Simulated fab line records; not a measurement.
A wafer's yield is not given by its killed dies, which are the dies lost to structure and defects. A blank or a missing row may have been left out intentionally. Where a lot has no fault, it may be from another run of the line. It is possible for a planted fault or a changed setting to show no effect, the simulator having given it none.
fab line records ; flow sky130
[record] lots = 4; wafers = 11; last-day = 50
route steps=708 shown METAL2@497 VIA2@507 METAL3@532 PAD_OPEN@708
lots that met no fault: taken from a fault-free run of the same line
start-h: the number of hours between the record's first day and the start of the first shown wafer of the lot ; wait-h: time in hours since the lot's previous step ; " as in the row above ; L1.1+2: several wafers, shown together as one row ; - either no value or no given start ; * or withheld: withheld ; < > ~ a bound
route shown NAME@n: NAME is a module with steps in the file, n the number in the route of the first one ; usual: mean/standard deviation of fault-free wafers ; same: alike in all rows ; chamber/n: place in a boat ; sites: readings site by site ; _std_site: standard deviation of those values ; _edge_site: outer sites' mean less inner sites' ; radius-mm: how far each site lies from the wafer's centre ; mask NAME#n: copy n ; behind: the most recent tool/chamber to have shaped the wafer ; hold: the reason the lot was held/the length of the hold in hours/how it ended ; device: the n, p or np transistor that did not switch ; end of line: tests run on the same wafers once the route is complete ; for a step that has no rows: nothing shown but its recipe ; killed: not the wafer's yield, but the dies lost to structure and defects at the first sort ; map: per-die view of a wafer (x killed, . not killed, _ where there is no die)
set.NAME: the setting as run; set.NAME@STEP: as run at that earlier step ; model.NAME: the simulator's own value behind a step, which no gauge read
lots at some steps of the route; a table a step, a row a wafer
services: when a tool's chamber went out of use (start-h, in hours from the record's first day, below 0 if earlier), for how many hours, and the reason
[[steps]]
[step SKY_METAL2_DEVELOP_14]
[recipe] develop-time-s = 60; resist = KrF-thick; dev-temp-c = 21
[step SKY_METAL2_DESCUM_17]
[recipe] chemistry = O2; source-power-w = 150; bias-power-w = 0; pressure-mtorr = 10; temp-c = 40; time-s = 8
[step SKY_METAL2_ETCH_18]
[recipe] chemistry = N2/H2; target = BARC; ion-energy-ev = 200; bias-w = 100; pressure-mtorr = 30; n2-flow-sccm = 100; h2-flow-sccm = 200; icp-w = 500; stop-on = SiO2; time-s = 45.9; target-depth-a = 600
[step SKY_METAL2_METAL_ETCH_19]
[recipe] target-depth-a = 3600; stop-on = SiO2; over-etch-frac = 0.3; time-s = 78; chemistry = Cl2/BCl3; resist-sidewall-deg = 88; pressure-mtorr = 10; icp-w = 900; bias-w = 48.5; Cl2_flow_sccm = 60; bcl3-flow-sccm = 30
[step SKY_METAL2_STRIP_20]
[recipe] chemistry = O2/N2; power-w = 1400; pressure-mtorr = 1500; platen-temp-c = withheld; o2-flow-sccm = 3000; n2-flow-sccm = 300; overash-fraction = 0.5
[step SKY_METAL2_STRIP_21]
[recipe] chemistry = post-etch-residue-remover; time-s = 1200; temp-c = 72.5
[step SKY_METAL2_CLEAN_22]
[recipe] chemistry = IPA; time-s = 180; temp-c = 25
[step SKY_METAL2_CLEAN_23]
[recipe] chemistry = O3/DIW; dry = n2-spin
[step SKY_VIA2_HDPCVD_00]
[recipe] material = SiO2; target-thk-nm = 1180; sigma-open-frac = 0.3; time-s = 196.7; temp-c = 400; sih4-flow-sccm = 60; pressure-mtorr = 6
[step SKY_VIA2_CMP_02]
[recipe] material = SiO2; down-force-psi = 4; platen-rpm = 60; pad-velocity-m-s = 0.94248
[usual] edge-zone-pressure-frac = 1.000/0.0045; motor-current-A = 11.7/0.78; platen-rpm = 60.00/0.041; retaining-ring-pressure-frac = 1.000/0.0054
lot.wafer;tool;chamber;start-h;wait-h;edge-zone-pressure-frac;motor-current-A;platen-rpm;retaining-ring-pressure-frac;model.SiO2_of_VIA2_HDPCVD_00.thk-nm
L666.2;cmp-01;2;817.40;0.1;0.989;12.4;59.88;1.003;494.7
L666.4;cmp-01;0;817.40;0.1;1.007;10.9;60.09;1.001;493.2
L666.6;cmp-01;2;817.40;0.1;0.995;12.2;60.07;0.997;494.8
L676.1;cmp-01;2;919.57;0.2;0.995;12.8;60.04;0.990;494
L676.3;cmp-01;3;919.57;0.2;1.002;11.5;60.04;0.994;494.4
L676.5;cmp-01;2;919.57;0.2;0.994;13.0;60.03;0.988;727.9
L680.5;cmp-01;2;940.13;0.2;1.003;13.2;60.07;1.005;730
L680.6;cmp-01;3;940.13;0.2;0.993;12.6;59.97;0.995;739.2
L686.2;cmp-02;2;978.98;0.1;1.000;11.6;59.97;1.000;493.9
L686.4;cmp-02;3;978.98;0.1;1.007;11.0;59.97;0.994;495.1
L686.5;cmp-02;0;978.98;0.1;1.003;12.0;60.00;1.002;494.3
[step SKY_VIA2_DEHYDRATE_04]
[recipe] temp-c = 200; time-s = 60
[step SKY_VIA2_HMDS_05]
[recipe] prime-time-s = 60; prime-temp-c = 120
[step SKY_VIA2_COAT_06]
[recipe] resist = BARC; temp-c = withheld; time-s = withheld; spin-rpm = 3000; resist-thk-nm = 60
[step SKY_VIA2_COAT_07]
[recipe] resist = KrF-thick; spin-rpm = 3000; resist-thk-nm = 450
[step SKY_VIA2_SOFTBAKE_08]
[recipe] temp-c = 100; time-s = 90; resist = KrF-thick
[step SKY_VIA2_EXPOSE_09]
[recipe] mask-id = VIM2; na = 0.8; source-shape = annular; sigma-inner = 0.55; sigma-outer = 0.85; target-cd-nm = 200; dose-mj = 38
[step SKY_VIA2_PEB_10]
[recipe] peb-temp-c = withheld; peb-time-s = withheld; resist = KrF-thick
[step SKY_VIA2_DEVELOP_11]
[recipe] develop-time-s = 60; resist = KrF-thick; dev-temp-c = 21
[step SKY_VIA2_ETCH_14]
[recipe] chemistry = N2/H2; target = BARC; ion-energy-ev = 200; source-w = 500; bias-w = 100; pressure-mtorr = 30; n2-flow-sccm = 100; h2-flow-sccm = 200; stop-on = SiO2; time-s = 45.9; target-depth-a = 600
[step SKY_VIA2_ETCH_15]
[recipe] target = SiO2; chemistry = C4F8/O2/Ar; target-depth-nm = 546; stop-on = TiN; mask-material = KrF-thick; source-w = 1500; bias-w = 1200; pressure-mtorr = 40; c4f8-flow-sccm = withheld; O2_flow_sccm = 6; Ar_flow_sccm = 300; time-s = 84
[usual] chamber-pressure-mTorr = 40.00/0.037; oes-product-au = 0.939/0.0044
lot.wafer;tool;chamber;start-h;wait-h;chamber-pressure-mTorr;oes-product-au;rf-hours-counter-h;model.etch.depth-nm;model.VIA2.feature-depth-nm
L666.2;rie-diel-01;2;843.85;0.0;40.00;0.945;17;494.7;494.7
L666.4;rie-diel-01;0;843.85;0.0;40.00;0.938;10;493.2;493.2
L666.6;rie-diel-01;0;843.85;0.0;39.90;0.938;-;494.8;494.8
L676.1;rie-diel-04;0;944.97;0.0;40.00;0.943;13;494;494
L676.3;rie-diel-04;1;944.97;0.0;40.02;0.939;12;494.4;494.4
L676.5;rie-diel-04;0;944.97;0.0;39.95;1.002;-;550.6;550.6
L680.5;rie-diel-04;1;964.10;0.0;39.99;1.005;-;550.8;550.8
L680.6;rie-diel-04;2;964.10;0.0;39.91;1.011;-;556;556
L686.2;rie-diel-04;3;1002.87;0.0;40.02;0.937;19;493.9;493.9
L686.4;rie-diel-04;0;1002.87;0.0;39.99;0.935;15;495.1;495.1
L686.5;rie-diel-04;1;1002.87;0.0;39.96;0.940;-;494.3;494.3
[step SKY_VIA2_STRIP_16]
[recipe] chemistry = O2/N2; power-w = 1400; pressure-mtorr = 1500; platen-temp-c = withheld; o2-flow-sccm = 3000; n2-flow-sccm = 300; overash-fraction = 0.5
[step SKY_VIA2_STRIP_17]
[recipe] chemistry = post-etch-residue-remover; time-s = 1200; temp-c = 72.5
[step SKY_VIA2_CLEAN_18]
[recipe] chemistry = IPA; time-s = 180; temp-c = 25
[step SKY_VIA2_CLEAN_19]
[recipe] chemistry = O3/DIW; dry = n2-spin
[step SKY_VIA2_SPUTTER_20]
[recipe] material = TiN; target-thk-nm = 20; chamber-pressure-pa = 5; power-w = 4000; time-s = 80
[step SKY_VIA2_CVD_21]
[recipe] material = W; target-thk-nm = 420; time-s = 126.4; temp-c = 400; pressure-torr = 40
[step SKY_VIA2_CMP_24]
[recipe] stop-on = SiO2; t-overpolish-s = 20; down-force-psi = 3.5; platen-rpm = 60; target-thk-nm = 0; pad-velocity-m-s = 0.94248
[usual] edge-zone-pressure-frac = 1.000/0.0049; motor-current-A = 10.7/0.67; platen-rpm = 60.00/0.039; retaining-ring-pressure-frac = 1.000/0.0053
lot.wafer;tool;chamber;start-h;wait-h;edge-zone-pressure-frac;motor-current-A;platen-rpm;retaining-ring-pressure-frac;model.SiO2_of_VIA2_HDPCVD_00.thk-nm
L666.4;cmp-02;1;844.94;0.1;1.005;10.2;60.02;0.998;488.8
L666.2;cmp-02;3;844.94;0.1;1.000;10.0;60.00;1.002;490.3
L666.6;cmp-02;1;844.94;0.1;1.002;10.7;60.00;0.997;490.4
L676.1;cmp-01;1;946.00;0.1;0.997;10.4;59.96;0.993;489.6
L676.3;cmp-01;3;946.00;0.1;0.992;10.8;60.03;0.994;490.1
L676.5;cmp-01;2;946.00;0.1;1.001;11.8;59.99;1.003;723.5
L680.5;cmp-02;3;965.34;0.2;0.998;10.0;60.00;0.994;725.6
L680.6;cmp-02;0;965.34;0.2;0.997;10.6;59.95;1.004;734.8
L686.2;cmp-01;3;1004.04;0.1;0.995;10.8;60.02;0.999;489.5
L686.4;cmp-01;0;1004.04;0.1;1.005;9.5;60.05;0.994;490.7
L686.5;cmp-01;2;1004.04;0.1;1.005;11.8;59.92;1.000;489.9
[step SKY_METAL3_SPUTTER_00]
[recipe] material = Ti; target-thk-nm = 15; power-w = 3000; time-s = 10; chamber-pressure-pa = 0.4
[step SKY_PAD_OPEN_PROBE_99]
[usual] defect-limited-yield = 82.4/1.8; killed_at_M0_to_M3 = 43/7.8; killed_at_M4_up = 3.2/1.7; killed-at-contacts = 24/5.2; killed-at-front-end = 15/4.5; killed-at-other = 0.4/0.65; killed-dies = 87/9.1; killed-on-rim = 17/3.5; killed-open = 47/7.3; killed-short = 40/6.5; sort_bin_3_pad_short = 0.9/0.46; sort_bin_5_function = 10.4/1.5; sort_bin_6_memory = 6.3/1; sort-n-pass = 405/9.1; sort-yield-pct = 82.4/1.8
[same] gross-dies = 492; killed-at-back-side = 0; sort_bin_4_leakage[%] = 0; sort_bin_8_speed[%] = 0
lot.wafer;tool;chamber;start-h;wait-h;defect-limited-yield[%];killed_at_M0_to_M3;killed_at_M4_up;killed-at-contacts;killed-at-front-end;killed-at-other;killed-dies;killed-on-rim;killed-open;killed-short;sort_bin_3_pad_short[%];sort_bin_5_function[%];sort_bin_6_memory[%];sort-n-pass;sort-yield-pct[%]
L666.2;prober-02;-;1070.28;0.1;79.9;62;4;19;13;1;99;23;56;43;0.8;13.2;6.1;393;79.9
L666.4;prober-02;-;1070.38;0.2;83.1;44;0;20;19;0;83;17;51;32;0.4;10.2;6.3;409;83.1
L666.6;prober-02;-;1070.48;0.2;78.3;45;5;34;23;0;107;16;54;53;1.4;13.6;6.7;385;78.3
L676.3;prober-02;-;1151.68;0.2;82.9;29;6;33;16;0;84;15;46;38;0.4;10.6;6.1;408;82.9
L676.5;prober-02;-;1151.78;0.2;0;454;1;21;16;0;492;96;52;31;0;93.3;6.7;0;0
L680.5;prober-02;-;1163.73;0.2;0;454;2;21;15;0;492;96;41;36;1.4;92.9;5.7;0;0
L680.6;prober-02;-;1163.78;0.2;0;458;3;16;15;0;492;96;42;52;1.6;90.2;8.1;0;0
// killed by level:class
L666.2 VIA2:geometric-particle:open=11 VIA3:geometric-particle:open=11 VIA1:geometric-particle:open=9 METAL1:geometric-particle:short=9 VIA1:geometric-particle:short=6 FIELD_ISO:geometric-particle:open=5 LI_CONTACT:geometric-particle:open=5 LOCAL_INTERCONNECT:geometric-particle:short=5
L666.4 VIA3:geometric-particle:open=11 CONTACT:geometric-particle:open=9 POLY_GATE:geometric-particle:open=8 VIA1:geometric-particle:open=8 VIA1:geometric-particle:short=5 VIA2:geometric-particle:short=4 METAL2:geometric-particle:short=4 VIA2:geometric-particle:open=4
L666.6 VIA1:geometric-particle:open=13 LI_CONTACT:geometric-particle:open=10 CONTACT:geometric-particle:open=10 CONTACT:geometric-particle:short=8 POLY_GATE:geometric-particle:short=8 FIELD_ISO:geometric-particle:short=7 VIA1:geometric-particle:short=7 VIA3:geometric-particle:open=6
L676.3 LI_CONTACT:geometric-particle:open=11 VIA1:geometric-particle:open=7 LOCAL_INTERCONNECT:geometric-particle:short=6 CONTACT:geometric-particle:open=6 VIA2:geometric-particle:open=6 METAL4:geometric-particle:short=5 FIELD_ISO:geometric-particle:open=4 FIELD_ISO:geometric-particle:short=4
L676.5 VIA2:area-etch=409 VIA3:geometric-particle:open=12 VIA2:geometric-particle:open=11 CONTACT:geometric-particle:open=8 POLY_GATE:geometric-particle:open=7 CONTACT:geometric-particle:short=5 METAL2:geometric-particle:short=5 METAL1:geometric-particle:short=4
L680.5 VIA2:area-etch=415 LI_CONTACT:geometric-particle:open=8 VIA1:geometric-particle:open=7 FIELD_ISO:geometric-particle:open=5 CONTACT:geometric-particle:open=5 METAL2:geometric-particle:short=5 POLY_GATE:geometric-particle:short=4 LI_CONTACT:geometric-particle:short=4
L680.6 VIA2:area-etch=398 VIA1:geometric-particle:open=13 CONTACT:geometric-particle:open=10 VIA1:geometric-particle:short=9 METAL2:geometric-particle:short=9 VIA3:geometric-particle:open=6 VIA2:geometric-particle:open=6 FIELD_ISO:geometric-particle:short=5
// map L676.5 (x killed, . not)
__________xxxxxxxxxx_________
________xxxxxxxxxxxxxx_______
______xxxxxxxxxxxxxxxxxx_____
_____xxxxxxxxxxxxxxxxxxxx____
____xxxxxxxxxxxxxxxxxxxxxx___
___xxxxxxxxxxxxxxxxxxxxxxxx__
__xxxxxxxxxxxxxxxxxxxxxxxxxx_
_xxxxxxxxxxxxxxxxxxxxxxxxxxxx
_xxxxxxxxxxxxxxxxxxxxxxxxxxxx
_xxxxxxxxxxxxxxxxxxxxxxxxxxxx
_xxxxxxxxxxxxxxxxxxxxxxxxxxxx
_xxxxxxxxxxxxxxxxxxxxxxxxxxxx
_xxxxxxxxxxxxxxxxxxxxxxxxxxxx
_xxxxxxxxxxxxxxxxxxxxxxxxxxxx
_xxxxxxxxxxxxxxxxxxxxxxxxxxxx
__xxxxxxxxxxxxxxxxxxxxxxxxxx_
___xxxxxxxxxxxxxxxxxxxxxxxx__
____xxxxxxxxxxxxxxxxxxxxxx___
_____xxxxxxxxxxxxxxxxxxxx____
______xxxxxxxxxxxxxxxxxx_____
________xxxxxxxxxxxxxx_______
__________xxxxxxxxxx_________
// map L680.5 (x killed, . not)
__________xxxxxxxxxx_________
________xxxxxxxxxxxxxx_______
______xxxxxxxxxxxxxxxxxx_____
_____xxxxxxxxxxxxxxxxxxxx____
____xxxxxxxxxxxxxxxxxxxxxx___
___xxxxxxxxxxxxxxxxxxxxxxxx__
__xxxxxxxxxxxxxxxxxxxxxxxxxx_
_xxxxxxxxxxxxxxxxxxxxxxxxxxxx
_xxxxxxxxxxxxxxxxxxxxxxxxxxxx
_xxxxxxxxxxxxxxxxxxxxxxxxxxxx
_xxxxxxxxxxxxxxxxxxxxxxxxxxxx
_xxxxxxxxxxxxxxxxxxxxxxxxxxxx
_xxxxxxxxxxxxxxxxxxxxxxxxxxxx
_xxxxxxxxxxxxxxxxxxxxxxxxxxxx
_xxxxxxxxxxxxxxxxxxxxxxxxxxxx
__xxxxxxxxxxxxxxxxxxxxxxxxxx_
___xxxxxxxxxxxxxxxxxxxxxxxx__
____xxxxxxxxxxxxxxxxxxxxxx___
_____xxxxxxxxxxxxxxxxxxxx____
______xxxxxxxxxxxxxxxxxx_____
________xxxxxxxxxxxxxx_______
__________xxxxxxxxxx_________
[[services]]
tool;chamber;start-h;hours;kind
rie-diel-04;1;814.86;4.7;repair
rie-diel-01;3;818.91;7.6;repair
rie-diel-04;-;839.80;2.8;pm
cmp-01;-;865.34;0.4;repair
rie-diel-04;1;866.37;7.2;repair
rie-diel-04;0;895.37;4.6;repair
cmp-01;-;897.77;2.9;repair
rie-diel-04;2;900.68;3.8;repair
cmp-02;-;912.00;4.0;pm
cmp-02;-;916.00;-;consumable-replace:conditioner
cmp-02;-;916.00;-;consumable-replace:pad
cmp-02;-;940.30;20.5;pm
rie-diel-01;2;947.22;28.2;repair
rie-diel-01;-;960.00;0.8;repair
cmp-01;-;960.99;6.4;pm
cmp-02;-;962.09;1.8;repair
cmp-02;-;973.89;1.0;repair
[[key]]
[first-sign] step = SKY_VIA2_ETCH_15; reading = oes-product-au; direction = up; sigmas = 15; usual = 0.939; struck = 1.006
[effect] step = SKY_PAD_OPEN_PROBE_99; reading = sort_bin_5_function; direction = up; sigmas = 55; usual = 10.4; struck = 92.1
[model-effect] step = SKY_VIA2_CMP_02; value = SiO2_of_VIA2_HDPCVD_00.thk-nm; without = 495.1; struck = 732.4
[model-effect] step = SKY_VIA2_ETCH_15; value = etch.depth-nm; without = 495.1; struck = 552.5
[model-effect] step = SKY_VIA2_CMP_24; value = SiO2_of_VIA2_HDPCVD_00.thk-nm; without = 490.7; struck = 728
[more-kills-born-at] SKY_VIA2_ETCH_15@rie-diel-04 = 1222
met-at SKY_VIA2_CMP_02
struck-wafers L676.5,L680.5,L680.6
later-rows-left-out L676.5,L680.5,L680.6
onset-between 817.40 919.57
[fault] kind = process-parameter-drift; tool = cmp-01; chamber = -; onset-h = 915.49; steps = SKY_VIA2_CMP_02; channel = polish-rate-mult; offset = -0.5; shape = step; end-h = 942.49; scope = struck-wafers-only
// later-rows-left-out: the simulator's readings of these wafers behind a module that went badly wrong aren't trusted and aren't shown, but for the sort
